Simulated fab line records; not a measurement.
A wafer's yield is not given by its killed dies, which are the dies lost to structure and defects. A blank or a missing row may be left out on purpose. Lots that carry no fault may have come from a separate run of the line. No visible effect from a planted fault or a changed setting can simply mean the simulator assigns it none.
Problem report, 8D (eight disciplines) form, completed by code	flow sky130	the parts of the form that need people (team, actions taken, sign-off) are left out

## 1. THE PROBLEM
Wafers without a fault read 16, standard deviation 4.4; killedAtFrontEnd at SKY_PAD_OPEN_PROBE_99 reads a mean of 59 on 6 wafers belonging to 2 lots. Measured from the usual mean, that is +9.7 standard deviations.
First seen on wafer L108.1, day 48 22:37, on prober-01. Wafers with a number at this step in the record: 6, from 2 lots. Rule for "out", or "out of limits": more than 4 standard deviations from the usual mean. The other wafers with a number count as sound.

## 2. WHAT IT IS AND WHAT IT IS NOT
question	is	is not
which readings at this step	killedAtFrontEnd	killed_at_M4_up, killedAtContacts, killedAtOther, killedOpen
which lots	L108, L111	-
which wafers of those lots	all that have a number	-
read on which tools	prober-01	-
when	from day 48 22:37	up to then (0 sound wafers)

## 3. THE SUSPECTS, EACH WITH WHAT RULES IT OUT
Counting: any tool at a process step up to the reading is kept as a suspect provided that every lot that is out went through it and no sound lot did after the first of them.
- wetBench-01 at SKY_GATE_OXIDE_WET_ETCH_12 (etches SiO2 in dHF, target depth 16.8 nm, time 336 s): kept. It ran every lot that is out, first L108 (day 18 12:09), and no sound lot after that.
- pvdSputter-02 at SKY_CAP2M_SPUTTER_02 (material TiN, target thk 200 nm, time 166.7 s): kept. It ran every lot that is out, first L108 (day 43 12:20), and no sound lot after that.
- prober-01 at SKY_PAD_OPEN_PROBE_99: kept. It ran every lot that is out, first L108 (day 48 22:37), and no sound lot after that. Its own killedAtFrontEnd readings are out on those wafers.
Still standing after the count: wetBench-01 at SKY_GATE_OXIDE_WET_ETCH_12, pvdSputter-02 at SKY_CAP2M_SPUTTER_02, prober-01 at SKY_PAD_OPEN_PROBE_99.

## 4. THE CAUSE (what the simulator had put in)
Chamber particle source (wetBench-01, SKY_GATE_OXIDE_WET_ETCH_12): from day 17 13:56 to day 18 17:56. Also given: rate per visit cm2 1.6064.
This tool is one of the 3 suspects left after counting.

## 5. THE EFFECT CHAIN, in route order
One row per reading whose mean, taken over the struck wafers that have a number, lies over 3 standard deviations from the usual. Only readings whose record carries a usual standard deviation are examined. hours: median over the lots of the time between each lot's start at the first step of this table that gives one and its start at this step. sigmas: the change, counted in usual standard deviations.
hours	step	reading	usual	on struck wafers	change	sigmas
0	SKY_PAD_OPEN_PROBE_99	killedAtFrontEnd	16	59	+43	+9.7
0	SKY_PAD_OPEN_PROBE_99	killedDies	87	127	+40	+4.3
The process steps in it:
- SKY_PAD_OPEN_PROBE_99

## 6. WHAT WOULD HAVE CAUGHT IT SOONER
First out-of-limits reading in this record: day 48 22:37, which is 753 hours after fault onset at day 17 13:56.
All the lots that are out (2) had begun SKY_GATE_OXIDE_WET_ETCH_12 on wetBench-01 by day 48 22:37. None of them would have been spared by holding the tool at that moment.
